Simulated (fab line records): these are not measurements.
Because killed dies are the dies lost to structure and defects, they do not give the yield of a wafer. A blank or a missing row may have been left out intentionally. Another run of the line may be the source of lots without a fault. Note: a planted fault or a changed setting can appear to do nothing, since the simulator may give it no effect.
Struck lot and sound lot, side by side | flow gf180mcu | 16 steps out of a route of 602
Sound: wafers L965.1, L965.3, L965.6. The struck wafers were L974.2, L974.3, L974.5. At the end, the cause is stated.
For every step that has rows: the tool of each side, followed by ch and its chambers, followed by its first start. Under that, the readings that differ: sound wafers | struck wafers | difference of the means | sigmas: that difference in standard deviations of wafers without a fault.
alike: same words and numbers on both sides, and readings whose means sit less than 2 such deviations apart. not compared: any withheld reading, any reading some wafer has no value for, any bound like >300 that may hide the same value, and any number with overlapping values for which the record gives no deviation.
The two part at a step that has a row with sigmas, a row that says differs or no value, or rows on one side only. When numbers do not overlap yet have no deviation, they are printed without sigmas and do not part them. A reading missing from all wafers of one side parts the sides only when that side holds two or more wafers.

GF_V4_CMP_04: polishes SiO2.
  sound on cmp-02 ch 0,2, day 24 20:06; struck on cmp-01 ch 1,2,3, day 27 07:37
  alike: motor-current-A, time-to-endpoint-s
GF_V4_BOW_MEAS_05:
  sound on film-metro-04 at day 24 20:21; struck on film-metro-04 at day 27 07:56
  alike: V4_BOW
then, 8 steps without rows for these wafers: GF_V4_DEHYDRATE_06 (time 60 s); GF_V4_HMDS_07 (prime time 60 s); GF_V4_COAT_08; GF_V4_COAT_09 (resist thk 1000 nm); GF_V4_SOFTBAKE_10 (time 60 s); GF_V4_EXPOSE_11 (exposes mask Via4, target cd 260 nm); GF_V4_PEB_12 (peb time 90 s); GF_V4_DEVELOP_13 (develop time 60 s).
GF_V4_CD_MEAS_14 targets a cd of 260 nm.
  sound on cd-sem-01 at day 25 18:00; struck on cd-sem-01 at day 28 03:34
  alike: cd-nm
GF_V4_OVL_MEAS_15:
  sound on overlay-02 at day 25 18:07; struck on overlay-01 at day 28 03:41
  alike: V4_OVL
GF_V4_ETCH_16: etches BARC in N2/H2.
  sound on rie-diel-01 ch 0,1,2, day 25 18:10; struck on rie-diel-01 ch 0,1, day 28 03:43
  no value came back on the struck wafers for any of 6 readings (bias-w (W), chamber-pressure-mTorr (mTorr) and others); on the sound wafers bias-w (W) reads 100.02 100.34 99.83
GF_V4_ETCH_17: etches SiO2 in C4F8/O2/Ar, stops on TiN, target depth 630 nm.
  sound on rie-diel-01 ch 0,1,2; struck on rie-diel-01 ch 0,1
  reading               | sound             | struck            | difference | sigmas
  oes-product-au (a.u.) | 0.858 0.862 0.852 | 0.378 0.377 0.372 | -0.482     | -99 or more
  alike: bias-w, chamber-pressure-mTorr
GF_V4_STRIP_18: strips in O2/N2.
  sound on plasma-asher-01 ch 0, day 25 18:17; struck on plasma-asher-02 ch 0,1, day 28 03:50
  reading               | sound             | struck            | difference | sigmas
  heater-power-w (W)    | 315 313 325       | 355 358 351       | +37        | +2
  oes-product-au (a.u.) | 0.589 0.593 0.596 | 0.606 0.613 0.605 | +0.015     | +3
  alike: drypump-motor-current-A, n2-flow-sccm, o2-flow-sccm
  not compared: rf-hours-counter-h
then, 1 step without rows for these wafers: GF_V4_STRIP_19 (strips in post etch residue remover, time 1200 s).

## WHERE THEY PART
Earliest at GF_V4_ETCH_16; latest, in this record, at GF_V4_STRIP_18.

WHY: the cause the simulator had injected
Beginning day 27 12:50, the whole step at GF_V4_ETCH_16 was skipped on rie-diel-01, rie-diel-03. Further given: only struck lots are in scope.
